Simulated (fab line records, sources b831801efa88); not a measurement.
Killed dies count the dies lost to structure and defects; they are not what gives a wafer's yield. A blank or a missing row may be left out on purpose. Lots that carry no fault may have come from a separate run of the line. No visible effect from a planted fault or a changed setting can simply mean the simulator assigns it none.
fab line records    flow sky130
record: lots: 12  wafers: 36  lastDay: 50
route steps=708 shown PWDE@52 VT_ADJUST_NCORE@130 SONOS_TUNNEL@158 PAD_OPEN@708
lots that met no fault: taken from a fault-free run of the same line
startH: hours from the record's opening day to when the first of the lot's shown wafers began    waitH: hours elapsed since this lot's preceding step    " unchanged from the row above    L1.1+2: a single row standing in for several wafers    - no value, or no start given    * or withheld: withheld    < > ~ a bound
route shown NAME@n: a module of which the file shows steps, and the number in the route of the first    usual: average and standard deviation across the fault-free wafers    same: alike in all rows    chamber/n: place in a boat    sites: per-site readings    _std_site: standard deviation across them    _edge_site: the outer-site mean with the inner-site mean subtracted    radiusMm: how far each site lies from the wafer's centre    mask NAME#n: copy n    behind: the tool/chamber that last shaped the wafer    hold: the reason the lot was held/the length of the hold in hours/how it ended    device: names the non-switching transistor (n, p or np)    end of line: tests of these same wafers at the route's end    step lacking rows: just its recipe    killed: at the first sort, the dies lost to defects and structure; wafer yield is something else    map: shows each die of a wafer: x if killed, . if not, _ if none is there
set.NAME: the setting the step ran with; set.NAME@STEP: the setting that earlier step ran with    model.NAME: the simulator's own value behind a step, which no gauge read
steps of the route over a sample of lots; a table a step, a row a wafer
services: from which hour (startH, from the record's first day; less than 0 if before it) a tool's chamber was out of use, for how many hours, and why
== steps ==
step: SKY_PWDE_OVL_MEAS_07
usual: PWDE_OVL: -0.9/1.4
lot.wafer  tool        chamber  startH  waitH  PWDE_OVL[nm]
L557.2     overlay-02  -        77.56   -      -1.7
L557.3     "           -        "       "      -1.4
L557.6     "           -        "       "      -2.1
L558.1     overlay-02  -        82.76   -      -0.5
L558.3     "           -        "       "      2.2
L558.6     "           -        "       "      1.0
L559.1     overlay-02  -        88.56   -      -1.4
L559.3     "           -        "       "      -3.5
L559.6     "           -        "       "      -2.1
L561.1     overlay-01  -        99.41   -      2.6
L561.3     "           -        "       "      0.0
L561.4     "           -        "       "      1.2
L563.4     overlay-02  -        107.46  -      0.5
L563.5     "           -        "       "      -0.3
L563.6     "           -        "       "      -0.5
L567.1     overlay-01  -        135.94  -      1.3
L567.3     "           -        "       "      2.2
L567.4     "           -        "       "      1.1
L568.4     overlay-02  -        141.11  -      -0.9
L568.5     "           -        "       "      -1.3
L568.6     "           -        "       "      0.6
L569.1     overlay-01  -        146.64  -      -1.9
L569.2     "           -        "       "      -0.7
L569.5     "           -        "       "      -1.2
L570.1     overlay-01  -        150.14  -      0.5
L570.2     "           -        "       "      -2.1
L570.3     "           -        "       "      -0.7
L571.2     overlay-01  -        156.79  -      -0.1
L571.4     "           -        "       "      -0.3
L571.5     "           -        "       "      -0.9
L574.3     overlay-02  -        172.03  -      0.5
L574.4     "           -        "       "      2.1
L574.6     "           -        "       "      1.9
L579.1     overlay-02  -        198.01  -      -0.7
L579.3     "           -        "       "      -0.1
L579.6     "           -        "       "      1.9
step: SKY_PWDE_TW_MEAS_10
usual: PWDE_TW: 372/3
lot.wafer  tool          chamber  startH  waitH  PWDE_TW
L557.2     filmMetro-03  -        77.85   0.1    373
L557.3     "             -        "       "      373
L557.6     "             -        "       "      373
L558.1     filmMetro-02  -        83.04   0.1    369
L558.3     "             -        "       "      365
L558.6     "             -        "       "      367
L559.1     filmMetro-02  -        88.84   0.1    369
L559.3     "             -        "       "      367
L559.6     "             -        "       "      367
L561.1     filmMetro-01  -        99.69   0.1    370
L561.3     "             -        "       "      370
L561.4     "             -        "       "      371
L563.4     filmMetro-02  -        107.75  0.1    369
L563.5     "             -        "       "      367
L563.6     "             -        "       "      369
L567.1     filmMetro-01  -        136.22  0.1    373
L567.3     "             -        "       "      373
L567.4     "             -        "       "      375
L568.4     filmMetro-02  -        141.40  0.1    366
L568.5     "             -        "       "      367
L568.6     "             -        "       "      367
L569.1     filmMetro-01  -        146.92  0.1    378
L569.2     "             -        "       "      377
L569.5     "             -        "       "      377
L570.1     filmMetro-01  -        150.42  0.1    374
L570.2     "             -        "       "      376
L570.3     "             -        "       "      377
L571.2     filmMetro-03  -        157.08  0.1    374
L571.4     "             -        "       "      374
L571.5     "             -        "       "      376
L574.3     filmMetro-01  -        172.33  0.1    376
L574.4     "             -        "       "      375
L574.6     "             -        "       "      376
L579.1     filmMetro-03  -        198.29  0.1    374
L579.3     "             -        "       "      374
L579.6     "             -        "       "      375
step: SKY_VT_ADJUST_NCORE_TW_MEAS_11
usual: VT_ADJUST_NCORE_TW: 220.4/2.1
lot.wafer  tool          chamber  startH  waitH  VT_ADJUST_NCORE_TW
L557.2     filmMetro-04  -        192.12  0.1    223.3
L557.3     "             -        "       "      222.6
L557.6     "             -        "       "      223.7
L558.1     filmMetro-03  -        199.66  0.1    220.2
L558.3     "             -        "       "      220.5
L558.6     "             -        "       "      220.4
L559.1     filmMetro-03  -        207.03  0.1    220.6
L559.3     "             -        "       "      220.6
L559.6     "             -        "       "      221.2
L561.1     filmMetro-04  -        219.88  0.1    222.9
L561.3     "             -        "       "      221.6
L561.4     "             -        "       "      220.8
L563.4     filmMetro-01  -        228.72  0.1    217.3
L563.5     "             -        "       "      217.6
L563.6     "             -        "       "      216.6
L567.1     filmMetro-04  -        266.28  0.1    222.8
L567.3     "             -        "       "      221.3
L567.4     "             -        "       "      221.8
L568.4     filmMetro-03  -        272.91  0.1    218.6
L568.5     "             -        "       "      219.5
L568.6     "             -        "       "      219.9
L569.1     filmMetro-04  -        279.94  0.1    222.2
L569.2     "             -        "       "      223.2
L569.5     "             -        "       "      223.1
L570.1     filmMetro-04  -        283.29  0.1    221.5
L570.2     "             -        "       "      222.7
L570.3     "             -        "       "      223.1
L571.2     filmMetro-01  -        293.50  0.1    217.2
L571.4     "             -        "       "      217.1
L571.5     "             -        "       "      218.6
L574.3     filmMetro-03  -        312.95  0.1    221.0
L574.4     "             -        "       "      220.0
L574.6     "             -        "       "      221.5
L579.1     filmMetro-03  -        343.96  0.1    220.9
L579.3     "             -        "       "      221.1
L579.6     "             -        "       "      220.6
step: SKY_SONOS_TUNNEL_EXPOSE_04
recipe: maskId: TUNM  na: 0.6  sourceShape: conventional  sigmaOuter: 0.6  polarization: unpolarized  targetCdNm: 410  doseMj: 136
lot.wafer   tool             chamber  startH  waitH  mask
L557.2+3+6  ilineStepper-02  0        246.69  -      TUNM#0
L558.1+3+6  ilineStepper-02  0        256.02  -      TUNM#0
L559.1+3+6  ilineStepper-01  0        264.08  -      TUNM#0
L561.1+3+4  ilineStepper-01  0        278.16  -      TUNM#0
L563.4+5+6  ilineStepper-01  0        288.35  -      TUNM#0
L567.1+3+4  ilineStepper-02  0        330.06  -      TUNM#0
L568.4+5+6  ilineStepper-02  0        337.60  -      TUNM#0
L569.1+2+5  ilineStepper-02  0        344.32  -      NWM#0
L570.1+2+3  ilineStepper-02  0        348.45  -      TUNM#0
L571.2+4+5  ilineStepper-02  0        359.92  -      TUNM#0
L574.3+4+6  ilineStepper-02  0        381.87  -      TUNM#0
L579.1+3+6  ilineStepper-02  0        415.78  -      TUNM#0
step: SKY_SONOS_TUNNEL_CD_MEAS_07
recipe: targetCdNm: 410
usual: cdNm: 409.6/2
lot.wafer  tool      chamber  startH  waitH  cdNm
L557.2     cdSem-01  -        257.66  0.1    408.3
L557.3     "         -        "       "      411.8
L557.6     "         -        "       "      408.6
L558.1     cdSem-02  -        267.44  0.1    407.2
L558.3     "         -        "       "      408.6
L558.6     "         -        "       "      407.5
L559.1     cdSem-02  -        276.14  0.1    410.7
L559.3     "         -        "       "      413.7
L559.6     "         -        "       "      410.4
L561.1     cdSem-01  -        289.90  0.1    408.5
L561.3     "         -        "       "      405.6
L561.4     "         -        "       "      408.1
L563.4     cdSem-01  -        301.08  0.1    408.2
L563.5     "         -        "       "      410.1
L563.6     "         -        "       "      408.7
L567.1     cdSem-01  -        342.89  0.2    411.3
L567.3     "         -        "       "      410.4
L567.4     "         -        "       "      409.1
L568.4     cdSem-01  -        350.80  0.2    405.7
L568.5     "         -        "       "      406.3
L568.6     "         -        "       "      406.9
L569.1     cdSem-01  -        358.39  0.1    -
L569.2     "         -        "       "      -
L569.5     "         -        "       "      -
L570.1     cdSem-02  -        361.80  0.1    408.9
L570.2     "         -        "       "      408.2
L570.3     "         -        "       "      409.2
L571.2     cdSem-02  -        372.76  0.1    412.0
L571.4     "         -        "       "      412.8
L571.5     "         -        "       "      412.7
L574.3     cdSem-01  -        395.79  0.1    408.2
L574.4     "         -        "       "      407.4
L574.6     "         -        "       "      407.3
L579.1     cdSem-01  -        430.47  0.1    411.4
L579.3     "         -        "       "      412.4
L579.6     "         -        "       "      411.6
step: SKY_SONOS_TUNNEL_TW_MEAS_12
usual: SONOS_TUNNEL_TW: 197.7/2.5
lot.wafer  tool          chamber  startH  waitH  hold                     SONOS_TUNNEL_TW
L557.2     filmMetro-04  -        258.23  0.0    -                        201.5
L557.3     "             -        "       "      -                        200.4
L557.6     "             -        "       "      -                        200.5
L558.1     filmMetro-04  -        268.01  0.0    -                        199.7
L558.3     "             -        "       "      -                        199.7
L558.6     "             -        "       "      -                        200.4
L559.1     filmMetro-02  -        276.71  0.0    -                        193.3
L559.3     "             -        "       "      -                        193.4
L559.6     "             -        "       "      -                        193.6
L561.1     filmMetro-03  -        290.47  0.0    -                        196.8
L561.3     "             -        "       "      -                        197.1
L561.4     "             -        "       "      -                        197.3
L563.4     filmMetro-04  -        301.63  0.0    -                        198.9
L563.5     "             -        "       "      -                        199.7
L563.6     "             -        "       "      -                        199.9
L567.1     filmMetro-03  -        343.73  0.0    -                        198.7
L567.3     "             -        "       "      -                        197.6
L567.4     "             -        "       "      -                        199.1
L568.4     filmMetro-02  -        351.48  0.0    -                        194.0
L568.5     "             -        "       "      -                        194.0
L568.6     "             -        "       "      -                        195.3
L569.1     filmMetro-03  -        358.95  0.0    awaitDispo/0.2h/release  30.2
L569.2     "             -        "       "      awaitDispo/0.2h/release  30.2
L569.5     "             -        "       "      awaitDispo/0.2h/release  30.2
L569.1     filmMetro-03  -        359.18  0.2    -                        30.2
L569.2     "             -        "       "      -                        30.4
L569.5     "             -        "       "      -                        30.2
L570.1     filmMetro-04  -        362.37  0.0    -                        200.2
L570.2     "             -        "       "      -                        199.0
L570.3     "             -        "       "      -                        200.6
L571.2     filmMetro-03  -        373.31  0.0    -                        198.8
L571.4     "             -        "       "      -                        197.8
L571.5     "             -        "       "      -                        197.7
L574.3     filmMetro-02  -        396.34  0.0    -                        195.2
L574.4     "             -        "       "      -                        194.7
L574.6     "             -        "       "      -                        196.0
L579.1     filmMetro-03  -        431.04  0.0    -                        198.5
L579.3     "             -        "       "      -                        197.8
L579.6     "             -        "       "      -                        197.7
step: SKY_PAD_OPEN_PROBE_99
usual: defectLimitedYield: 82.2/2.2  killed_at_M0_to_M3: 45/7.1  killed_at_M4_up: 3.0/1.8  killedAtContacts: 24/5.4  killedAtFrontEnd: 16/4.9  killedAtOther: 0.3/0.63  killedDies: 88/11  killedOpen: 47/7.4  killedShort: 40/7  sort_bin_3_pad_short: 1.0/0.43  sort_bin_5_function: 10.6/1.7  sort_bin_6_memory: 6.3/1.1  sortNPass: 404/11  sortYieldPct: 82.2/2.2
same: grossDies: 492  killedAtBackSide: 0  sort_bin_4_leakage[%]: 0  sort_bin_8_speed[%]: 0
lot.wafer  tool       chamber  startH   waitH  defectLimitedYield[%]  killed_at_M0_to_M3  killed_at_M4_up  killedAtContacts  killedAtFrontEnd  killedAtOther  killedDies  killedOpen  killedShort  sort_bin_3_pad_short[%]  sort_bin_5_function[%]  sort_bin_6_memory[%]  sortNPass  sortYieldPct[%]
L563.4     prober-01  -        1126.77  0.2    83.3                   56                  2                14                10                0              82          53          29           0.4                      8.5                     7.7                   410        83.3
L563.5     prober-01  -        1126.82  0.2    83.3                   38                  5                22                17                0              82          51          31           0.2                      8.3                     8.1                   410        83.3
L563.6     prober-01  -        1126.87  0.2    81.9                   36                  3                26                24                0              89          49          40           0.4                      11.0                    6.7                   403        81.9
L567.1     prober-02  -        1141.84  0.1    82.9                   41                  2                27                14                0              84          51          33           1.2                      10.2                    5.7                   408        82.9
L567.3     prober-02  -        1141.94  0.2    84.3                   42                  1                24                10                0              77          44          33           0.8                      8.5                     6.3                   415        84.3
L567.4     prober-02  -        1141.99  0.2    83.3                   36                  1                28                17                0              82          46          36           1.2                      10.0                    5.5                   410        83.3
L570.1     prober-01  -        1156.12  0.1    83.7                   43                  2                28                7                 0              80          46          34           1.2                      10.4                    4.7                   412        83.7
L570.2     prober-01  -        1156.17  0.1    82.9                   48                  3                17                16                0              84          39          45           1.8                      11.0                    4.3                   408        82.9
L570.3     prober-01  -        1156.22  0.2    83.3                   40                  2                31                9                 0              82          47          35           0.4                      11.4                    4.9                   410        83.3
L571.2     prober-02  -        1167.26  0.1    82.9                   47                  2                16                18                1              84          48          35           1.0                      10.8                    5.3                   408        82.9
L571.4     prober-02  -        1167.36  0.2    82.3                   45                  5                20                16                1              87          47          39           0.8                      9.3                     7.5                   405        82.3
L571.5     prober-02  -        1167.41  0.2    79.1                   44                  4                34                21                0              103         54          49           0.8                      13.8                    6.3                   389        79.1
killed by level:class
L563.4 VIA1:geometricParticle:open=13 VIA3:geometricParticle:open=12 VIA2:geometricParticle:open=8 METAL2:geometricParticle:short=7 CONTACT:geometricParticle:open=6 VIA1:geometricParticle:short=6 LI_CONTACT:geometricParticle:open=4 POLY_GATE:geometricParticle:short=3
L563.5 VIA1:geometricParticle:open=12 LI_CONTACT:geometricParticle:open=9 FIELD_ISO:geometricParticle:short=8 CONTACT:geometricParticle:open=7 FIELD_ISO:geometricParticle:open=5 VIA3:geometricParticle:open=5 METAL1:geometricParticle:short=4 METAL2:geometricParticle:short=4
L563.6 VIA3:geometricParticle:open=9 POLY_GATE:geometricParticle:short=8 CONTACT:geometricParticle:open=8 LI_CONTACT:geometricParticle:short=6 LI_CONTACT:geometricParticle:open=6 FIELD_ISO:geometricParticle:short=5 LOCAL_INTERCONNECT:geometricParticle:short=5 FIELD_ISO:geometricParticle:open=4
L567.1 CONTACT:geometricParticle:open=12 VIA1:geometricParticle:open=8 LI_CONTACT:geometricParticle:open=7 VIA1:geometricParticle:short=6 METAL2:geometricParticle:short=6 VIA3:geometricParticle:open=6 FIELD_ISO:geometricParticle:short=4 VIA2:geometricParticle:open=4
L567.3 VIA1:geometricParticle:open=12 CONTACT:geometricParticle:open=8 LI_CONTACT:geometricParticle:open=7 CONTACT:geometricParticle:short=5 VIA1:geometricParticle:short=5 METAL2:geometricParticle:short=5 VIA2:geometricParticle:open=5 VIA3:geometricParticle:open=4
L567.4 METAL2:geometricParticle:short=11 CONTACT:geometricParticle:open=11 LI_CONTACT:geometricParticle:open=8 CONTACT:geometricParticle:short=6 POLY_GATE:geometricParticle:open=5 METAL1:geometricParticle:open=5 FIELD_ISO:geometricParticle:short=4 VIA2:geometricParticle:open=4
L570.1 CONTACT:geometricParticle:open=13 VIA1:geometricParticle:open=10 METAL2:geometricParticle:short=6 VIA3:geometricParticle:open=6 LI_CONTACT:geometricParticle:open=5 LOCAL_INTERCONNECT:geometricParticle:short=5 VIA1:geometricParticle:short=5 VIA2:geometricParticle:open=5
L570.2 VIA1:geometricParticle:open=12 METAL2:geometricParticle:short=9 VIA1:geometricParticle:short=7 LI_CONTACT:geometricParticle:open=5 CONTACT:geometricParticle:open=5 METAL1:geometricParticle:short=5 FIELD_ISO:geometricParticle:short=4 POLY_GATE:geometricParticle:short=4
L570.3 CONTACT:geometricParticle:open=11 VIA1:geometricParticle:open=9 LI_CONTACT:geometricParticle:open=7 CONTACT:geometricParticle:short=7 METAL2:geometricParticle:short=6 VIA2:geometricParticle:open=6 METAL3:geometricParticle:short=5 VIA3:geometricParticle:open=5
L571.2 VIA1:geometricParticle:open=14 VIA2:geometricParticle:open=9 FIELD_ISO:geometricParticle:open=6 LOCAL_INTERCONNECT:geometricParticle:short=5 VIA2:geometricParticle:short=5 VIA3:geometricParticle:open=5 POLY_GATE:geometricParticle:short=4 POLY_GATE:geometricParticle:open=4
L571.4 CONTACT:geometricParticle:open=11 VIA1:geometricParticle:open=10 VIA1:geometricParticle:short=9 POLY_GATE:geometricParticle:short=6 LI_CONTACT:geometricParticle:open=6 POLY_GATE:geometricParticle:open=5 METAL1:geometricParticle:short=5 VIA3:geometricParticle:open=5
L571.5 CONTACT:geometricParticle:open=11 LI_CONTACT:geometricParticle:open=10 CONTACT:geometricParticle:short=6 VIA2:geometricParticle:open=6 VIA1:geometricParticle:open=6 VIA3:geometricParticle:open=6 FIELD_ISO:geometricParticle:short=5 LOCAL_INTERCONNECT:geometricParticle:short=5
== services ==
tool             chamber  startH  hours  kind
ilineStepper-02  -        283.91  1.0    repair
ilineStepper-01  -        298.62  13.8   repair
ilineStepper-02  -        312.45  1.7    pm
ilineStepper-02  0        312.79  -      calibration
ilineStepper-01  -        335.69  1.7    pm
ilineStepper-01  -        340.03  11.2   repair
ilineStepper-01  0        376.46  -      calibration
ilineStepper-02  -        406.20  9.3    repair
== key ==
firstSign: step: SKY_SONOS_TUNNEL_EXPOSE_04  reading: mask  direction: changed
effect: step: SKY_SONOS_TUNNEL_CD_MEAS_07  reading: cdNm  direction: missing
effect: step: SKY_SONOS_TUNNEL_TW_MEAS_12  reading: visit  direction: added
effect: step: SKY_SONOS_TUNNEL_TW_MEAS_12  reading: SONOS_TUNNEL_TW  direction: down  sigmas: 68  usual: 197.7  struck: 30.2
metAt SKY_SONOS_TUNNEL_EXPOSE_04
struckLots L569
scrappedBehind SKY_SONOS_TUNNEL_TW_MEAS_12 L569.1,L569.2,L569.5
notActingAt SKY_PWDE_OVL_MEAS_07,SKY_PWDE_TW_MEAS_10,SKY_VT_ADJUST_NCORE_TW_MEAS_11
onsetBetween 337.60 344.32
fault: kind: wrongMask  tool: any  chamber: -  onsetH: 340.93  steps: SKY_SONOS_TUNNEL_EXPOSE_04  auxCopy: NWM#0  scope: struckLotsOnly
